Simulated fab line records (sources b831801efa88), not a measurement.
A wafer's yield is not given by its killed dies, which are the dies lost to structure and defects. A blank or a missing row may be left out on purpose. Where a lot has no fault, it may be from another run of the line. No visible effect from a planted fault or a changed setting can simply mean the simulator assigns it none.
Comparing a struck lot with a sound one    flow sky130    17 steps out of a route of 708
Sound: the wafers L633.1, L633.4, L633.6. Struck: wafer L645.1. (L645.2, L645.5 of the same lot were not struck and are left out.) The cause comes at the end.
For every step that has rows: the tool of each side, followed by ch and its chambers, followed by its first start. Under that, the readings that differ: sound wafers    struck wafers    difference of the means    sigmas: that difference in standard deviations of wafers without a fault.
alike: readings with means less than 2 such deviations apart, plus words and numbers identical on both sides. not compared: withheld readings, readings lacking a value on some wafer, bounds such as >300 that could conceal the same value, and numbers that have no deviation in the record and whose values overlap.
A row with sigmas, a row that says differs or no value, or rows on one side alone: a step with any of these is where the two part. Numbers that have no deviation but don't overlap get no sigmas and don't part them. A reading that every wafer of one side lacks parts them only if that side has two wafers or more.

first, 3 steps without rows for these wafers: SKY_LI_CONTACT_EXPOSE_09 (exposes mask LICM1, target cd 170 nm); SKY_LI_CONTACT_PEB_10; SKY_LI_CONTACT_DEVELOP_11 (develop time 60 s).
SKY_LI_CONTACT_CD_MEAS_12 targets a cd of 170 nm.
  sound: cdSem-02 at day 31 16:15; struck: cdSem-02 at day 34 13:15
  alike: cdNm
SKY_LI_CONTACT_OVL_MEAS_13:
  sound: overlay-01 at day 31 16:22; struck: overlay-02 at day 34 13:22
reading              sound  struck  difference  sigmas
LI_CONTACT_OVL (nm)  6 1 5  -15     -19         -3
then, 1 step without rows for these wafers: SKY_LI_CONTACT_ETCH_14 (etches BARC in N2/H2, stops on SiO2, time 45.9 s, target depth 60 nm).
SKY_LI_CONTACT_ETCH_15: etches PSG in C4F8/O2/Ar, stops on Si, target depth 600 nm.
  sound on rieDiel-02 ch 0,1,3, day 31 16:27; struck on rieDiel-04 ch 1, day 34 13:27
  alike: oesProductAu, rfFwdPowerW
SKY_LI_CONTACT_STRIP_16: strips in O2/N2.
  sound on plasmaAsher-04 ch 0,1, day 31 16:32; struck on plasmaAsher-01 ch 0, day 34 13:32
reading              sound              struck  difference  sigmas
oesProductAu (a.u.)  0.375 0.370 0.375  0.383   +0.010      +2
  alike: drypumpMotorCurrentA, stripTimeToEndpointS
  not compared: rfHoursCounterH
then, 2 steps without rows for these wafers: SKY_LI_CONTACT_CLEAN_17 (cleans in NMP, time 600 s); SKY_LI_CONTACT_PRE_CLEAN_18 (time 5.6 s).
SKY_LI_CONTACT_SPUTTER_19: material Ti, target thk 20 nm, time 106.37 s.
  sound: pvdSputter-02 at day 31 16:51; struck: pvdSputter-01 at day 34 13:50
  alike: throttleValvePct
SKY_LI_CONTACT_SPUTTER_20: material TiN, target thk 20 nm, time 80 s.
  sound: pvdSputter-02 at day 31 16:55; struck: pvdSputter-01 at day 34 13:55
  alike: throttleValvePct
SKY_LI_CONTACT_CVD_21: deposits W, target thk 400 nm, time 120.56 s.
  sound on cvdW-02 ch 0,1, day 31 16:59; struck on cvdW-02 ch 0, day 34 13:59
reading                                  sound              struck  difference  sigmas
model.W_of_LI_CONTACT_CVD_21.thkNm (nm)  392.9 397.3 399.5  425.6   +29.0       
  alike: heaterPowerW
SKY_LI_CONTACT_RS_MEAS_22: the measuring method here is four-point-probe.
  sound: filmMetro-03 at day 31 17:07; struck: filmMetro-01 at day 34 14:07
reading                   sound              struck  difference  sigmas
LI_CONTACT_W_RS (ohm/sq)  0.290 0.287 0.285  0.269   -0.018      -6
SKY_LI_CONTACT_THK_MEAS_23: measures by xrf.
  sound: filmMetro-03 at day 31 17:14; struck: filmMetro-01 at day 34 14:14
reading                sound        struck  difference  sigmas
LI_CONTACT_W_THK (nm)  390 393 401  435     +40         +5
SKY_LI_CONTACT_CMP_24: polishes, stops on PSG, t overpolish 20 s, target thk 0 nm.
  sound on cmp-02 ch 2,3, day 31 17:17; struck on cmp-01 ch 1, day 34 14:25
  alike: motorCurrentA, slurryFlowMlMin
-- a jump in the record: the struck wafers' starts before and after are 15 days apart (it breaks off in module LI_CONTACT and resumes in module PAD_OPEN, where the first step shown is number 708 of the route) --
SKY_PAD_OPEN_PROBE_99:
  sound: prober-01 at day 47 20:44; struck: prober-02 at day 49 20:07
reading           sound     struck  difference  sigmas
killedAtContacts  20 26 31  37      +11         +2
  alike: killed_at_M0_to_M3, killed_at_M4_up, killedAtFrontEnd, killedAtOther, killedDies, killedOpen, killedShort

WHERE THEY PART
Last at SKY_PAD_OPEN_PROBE_99 as far as this record goes, first at SKY_LI_CONTACT_OVL_MEAS_13.

WHY: the cause the simulator had injected
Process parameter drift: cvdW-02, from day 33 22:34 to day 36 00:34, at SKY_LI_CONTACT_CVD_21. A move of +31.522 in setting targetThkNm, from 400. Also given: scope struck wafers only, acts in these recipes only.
